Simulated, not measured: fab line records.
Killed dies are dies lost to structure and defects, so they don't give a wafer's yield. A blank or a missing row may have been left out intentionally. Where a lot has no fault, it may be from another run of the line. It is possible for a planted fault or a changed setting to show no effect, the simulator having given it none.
8D (eight disciplines) problem report, filled in by code	flow sfq-line	the parts of the form that need people (team, actions taken, sign-off) are left out

== 1. PROBLEM STATEMENT ==
head-pressure-psi at SFQ_TRILAYER_A5B_CMP_CMP_130 reads a mean of 2.905 psi on 6 wafers of 2 lots; wafers without a fault read 3.000 psi with a standard deviation of 0.0069. That is -14 standard deviations from the usual mean.
The step: polishes, stops on Nb, target thk 340.7 nm.
First seen on wafer L622.3, day 58 01:50, on cmp-01. At this step, 42 wafers from 14 lots have a number in the record. The rule behind "out" and "out of limits": a value lying over 4 standard deviations away from the usual mean. Any other wafer with a number is counted as sound.

== 2. WHAT IT IS AND WHAT IT IS NOT ==
question	is	is not
which readings at this step	head-pressure-psi	motor-current-A
which lots	L622, L623	L609, L612, L613, L614, L615, L616, L618, L620, L625, L628, L630, L631
which wafers of those lots	all that have a number	-
read on which tools	cmp-01	cmp-02
when	from day 58 01:50	up to then (24 sound wafers); but 12 sound wafers of L625, L628, L630, L631 came after

== 3. WHAT RULES OUT EACH SUSPECT ==
Counting: a tool stays on the suspect list if, at a process step up to the reading, it processed all lots that are out and no sound lot following the first of them.
- cmp-01 at SFQ_TRILAYER_A5B_CMP_CMP_130 (polishes, stops on Nb, target thk 340.7 nm): ruled out as a lasting fault. After its first lot that is out, L622 (day 58 01:50), sound lots L631 ran on it.
Left after counting: nothing in the record.

== 4. THE CAUSE (what the simulator had put in) ==
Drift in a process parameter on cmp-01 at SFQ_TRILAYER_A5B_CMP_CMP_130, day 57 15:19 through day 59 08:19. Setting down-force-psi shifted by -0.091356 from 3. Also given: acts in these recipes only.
Counting ruled it out, wrongly.

== 5. THE EFFECT CHAIN, in route order ==
Rows list readings where the struck wafers' mean (over those with a number) sits beyond 3 standard deviations from the usual. Scope: only readings with a usual standard deviation given in the record; hours: median across lots of the time from each lot's start at the first step in this table that gives one to its start at this step; sigmas: change in usual standard deviations.
hours	step	reading	usual	on struck wafers	change	sigmas
0	SFQ_TRILAYER_A5B_CMP_CMP_130	head-pressure-psi	3.000 psi	2.905	-0.095	-14
Process steps it contains:
- SFQ_TRILAYER_A5B_CMP_CMP_130: polishes, stops on Nb, target thk 340.7 nm.

== 6. WHAT WOULD HAVE CAUGHT IT SOONER ==
In this record the first reading out of limits was taken at day 58 01:50, 11 hours after the fault began at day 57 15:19.
